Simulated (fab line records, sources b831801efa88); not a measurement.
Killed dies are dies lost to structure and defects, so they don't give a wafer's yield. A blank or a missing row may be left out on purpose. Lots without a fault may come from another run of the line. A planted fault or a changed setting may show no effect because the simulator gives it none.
Which tool did it? | flow sky130 | 12 lots, 36 wafers sampled, at 5 steps of a route of 708

WHAT THE GAUGES READ, wafer by wafer
SKY_VT_ADJUST_HVTP_CD_MEAS_07: target cd 380 nm.
lot  | measured     | on        | cd_nm (nm)
L471 | day 6 04:08  | cd_sem-01 | 379.2 381.0 381.2
L472 | day 6 11:28  | cd_sem-02 | 377.4 378.4 378.0
L473 | day 6 15:08  | cd_sem-01 | 380.2 378.0 379.7
L475 | day 7 04:47  | cd_sem-02 | 376.7 378.7 378.6
L476 | day 7 07:54  | cd_sem-02 | 376.3 378.6 376.6
L477 | day 7 12:58  | cd_sem-02 | 380.3 376.0 379.7
L479 | day 8 05:34  | cd_sem-01 | 377.7 378.0 376.7
L480 | day 8 10:08  | cd_sem-01 | 372.7 374.7 374.3
L483 | day 9 05:38  | cd_sem-01 | 380.1 377.7 380.2
L486 | day 9 23:47  | cd_sem-01 | 374.8 376.2 376.4
L489 | day 10 23:04 | cd_sem-02 | 387.3 383.9 386.1
L494 | day 12 01:09 | cd_sem-01 | 375.8 373.0 377.9

SKY_VT_ADJUST_LVTN_TW_MEAS_21.
lot  | measured     | on            | VT_ADJUST_LVTN_2_TW
L471 | day 7 20:22  | film_metro-03 | 186.1 187.8 186.8
L472 | day 8 03:29  | film_metro-01 | 188.9 187.9 188.1
L473 | day 8 06:34  | film_metro-04 | 192.2 190.7 191.4
L475 | day 8 22:07  | film_metro-03 | 187.8 188.1 187.5
L476 | day 9 01:43  | film_metro-03 | 190.1 188.4 189.8
L477 | day 9 07:37  | film_metro-03 | 189.0 189.5 189.3
L479 | day 10 02:11 | film_metro-03 | 188.1 187.4 187.3
L480 | day 10 06:46 | film_metro-03 | 188.4 187.5 188.2
L483 | day 11 04:31 | film_metro-01 | 188.6 188.1 189.7
L486 | day 11 22:23 | film_metro-03 | 188.5 189.0 189.3
L489 | day 12 22:13 | film_metro-03 | 188.6 188.5 188.3
L494 | day 14 03:29 | film_metro-04 | 191.6 190.2 191.4

SKY_VT_ADJUST_HVTR_CD_MEAS_07: target cd 380 nm.
lot  | measured     | on        | cd_nm (nm)
L471 | day 9 15:26  | cd_sem-02 | 374.8 374.9 370.5
L472 | day 9 22:59  | cd_sem-02 | 380.4 379.4 381.4
L473 | day 10 02:47 | cd_sem-01 | 383.2 384.5 382.0
L475 | day 10 18:11 | cd_sem-01 | 381.7 378.3 377.0
L476 | day 10 23:15 | cd_sem-01 | 380.5 380.7 381.3
L477 | day 11 05:08 | cd_sem-02 | 376.7 375.5 374.1
L479 | day 12 00:17 | cd_sem-02 | 388.4 386.3 388.2
L480 | day 12 04:39 | cd_sem-02 | 390.8 390.0 390.9 390.9 390.6 390.8
L483 | day 13 04:30 | cd_sem-02 | 378.6 382.2 381.2
L486 | day 13 23:33 | cd_sem-02 | 383.2 384.1 384.8
L489 | day 15 01:58 | cd_sem-02 | 377.4 377.0 377.3
L494 | day 16 09:08 | cd_sem-01 | 380.7 378.9 379.8

WHICH TOOL RAN EACH LOT (tool, then ch and the chambers of the sampled wafers, then the start)
lot  | SKY_VT_ADJUST_NCORE_STRIP_10         | SKY_VT_ADJUST_HVTR_EXPOSE_04
L471 | plasma_asher-03 ch 0,1, day 8 17:10  | iline_stepper-02 ch 0, day 9 04:27
L472 | plasma_asher-04 ch 0,1, day 9 01:01  | iline_stepper-02 ch 0, day 9 11:19
L473 | plasma_asher-02 ch 0,1, day 9 04:19  | iline_stepper-01 ch 0, day 9 15:48
L475 | plasma_asher-03 ch 0,1, day 9 20:02  | iline_stepper-01 ch 0, day 10 06:56
L476 | plasma_asher-03 ch 0,1, day 10 00:08 | iline_stepper-02 ch 0, day 10 11:53
L477 | plasma_asher-04 ch 0,1, day 10 06:17 | iline_stepper-02 ch 0, day 10 17:53
L479 | plasma_asher-03 ch 0,1, day 11 01:22 | iline_stepper-02 ch 0, day 11 12:43
L480 | plasma_asher-04 ch 0,1, day 11 05:44 | iline_stepper-02 ch 0, day 11 17:25
L483 | plasma_asher-03 ch 0,1, day 12 03:58 | iline_stepper-01 ch 0, day 12 15:50
L486 | plasma_asher-03 ch 0,1, day 12 22:35 | iline_stepper-02 ch 0, day 13 11:07
L489 | plasma_asher-04 ch 0,1, day 13 23:29 | iline_stepper-01 ch 0, day 14 12:37
L494 | plasma_asher-04 ch 0,1, day 15 05:10 | iline_stepper-01 ch 0, day 15 19:02
- SKY_VT_ADJUST_NCORE_STRIP_10: strips in O2/N2.
- SKY_VT_ADJUST_HVTR_EXPOSE_04: exposes mask HVTRM, target cd 380 nm.

WHAT THE TOOLS THEMSELVES READ (means of the sampled wafers that have a number; where no wafer has one, the mark that the record gives instead)
SKY_VT_ADJUST_NCORE_STRIP_10.
lot  | tool            | drypump_motor_current_A (A) | oes_product_au (a.u.) | strip_time_to_endpoint_s (s)
L471 | plasma_asher-03 | 6.0                         | 0.713                 | 14.21
L472 | plasma_asher-04 | 5.3                         | 0.715                 | 14.19
L473 | plasma_asher-02 | 5.8                         | 0.715                 | 14.25
L475 | plasma_asher-03 | 5.9                         | 0.716                 | 14.15
L476 | plasma_asher-03 | 6.0                         | 0.715                 | 14.12
L477 | plasma_asher-04 | 5.3                         | 0.714                 | 14.29
L479 | plasma_asher-03 | 5.4                         | 0.720                 | 14.19
L480 | plasma_asher-04 | 5.3                         | 0.711                 | 14.22
L483 | plasma_asher-03 | 6.0                         | 0.713                 | 14.12
L486 | plasma_asher-03 | 5.4                         | 0.719                 | 14.17
L489 | plasma_asher-04 | 5.1                         | 0.716                 | 14.16
L494 | plasma_asher-04 | 5.2                         | 0.718                 | 14.22

SKY_VT_ADJUST_HVTR_EXPOSE_04.
lot  | tool             | exposure_dose_mJ_cm2 | focus_offset_nm (nm) | reticle_temp_C (C)
L471 | iline_stepper-02 | 149.60               | 0.3                  | 23.00
L472 | iline_stepper-02 | 149.69               | 0.2                  | 23.12
L473 | iline_stepper-01 | 149.31               | 0.1                  | 22.91
L475 | iline_stepper-01 | 149.62               | 0.2                  | 23.05
L476 | iline_stepper-02 | 149.52               | 0.6                  | 22.85
L477 | iline_stepper-02 | 149.52               | 0.1                  | 22.95
L479 | iline_stepper-02 | 154.61               | -0.1                 | 23.00
L480 | iline_stepper-02 | 154.39               | 0.6                  | 22.85
L483 | iline_stepper-01 | 149.64               | 0.1                  | 22.98
L486 | iline_stepper-02 | 152.70               | -0.2                 | 22.91
L489 | iline_stepper-01 | 149.45               | 0.2                  | 22.89
L494 | iline_stepper-01 | 149.84               | -0.3                 | 23.03

THE ANSWER, worked out from the rows above alone
Rule: what is usual is taken from the lots themselves. Put in order of their means at a reading, lots are off if they are a third of the lots or fewer, leave a main group of 4 or more, and stand apart from it by a gap of 3 or more times the standard deviation of the main group's means; of several such gaps the widest counts. A main group whose means are all the same, to the digits that the tables above print for the reading, isn't used. A lot without any number at a reading at which 4 lots or more have one is off too. The other lots that the step has rows for count as sound. The gauges are gone through in route order, then the tools' own readings, and for those a lot's mean is taken as printed above. The first step at which some lot is off is used, and at that step the reading that is off furthest; a lot without a number counts as furthest.
Off: L479, L480, L486, at SKY_VT_ADJUST_HVTR_EXPOSE_04 (exposure_dose_mJ_cm2). The main group: mean 149.58, standard deviation 0.14.
A tool fits if, at that step or a process step before it, it ran every lot that is off, and no sound lot after the first of them. One fits: iline_stepper-02 at SKY_VT_ADJUST_HVTR_EXPOSE_04. Its last sound lot is L477 (day 10 17:53), its first lot that is off L479 (day 11 12:43): a fault that began between those two fits.
The tool's own readings at SKY_VT_ADJUST_HVTR_EXPOSE_04 bear it out: on the lots that are off they differ by more than 5 times the standard deviation of the sound lots' means. exposure_dose_mJ_cm2 reads 153.90 there against 149.58 on the sound lots.

WHAT THE SIMULATOR HAD PUT IN
Process parameter drift: iline_stepper-02, from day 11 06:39 on, at SKY_VT_ADJUST_HVTR_EXPOSE_04. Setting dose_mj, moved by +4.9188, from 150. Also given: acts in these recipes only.
Lots struck among those shown: L479, L480, L486. The rule above found the same.
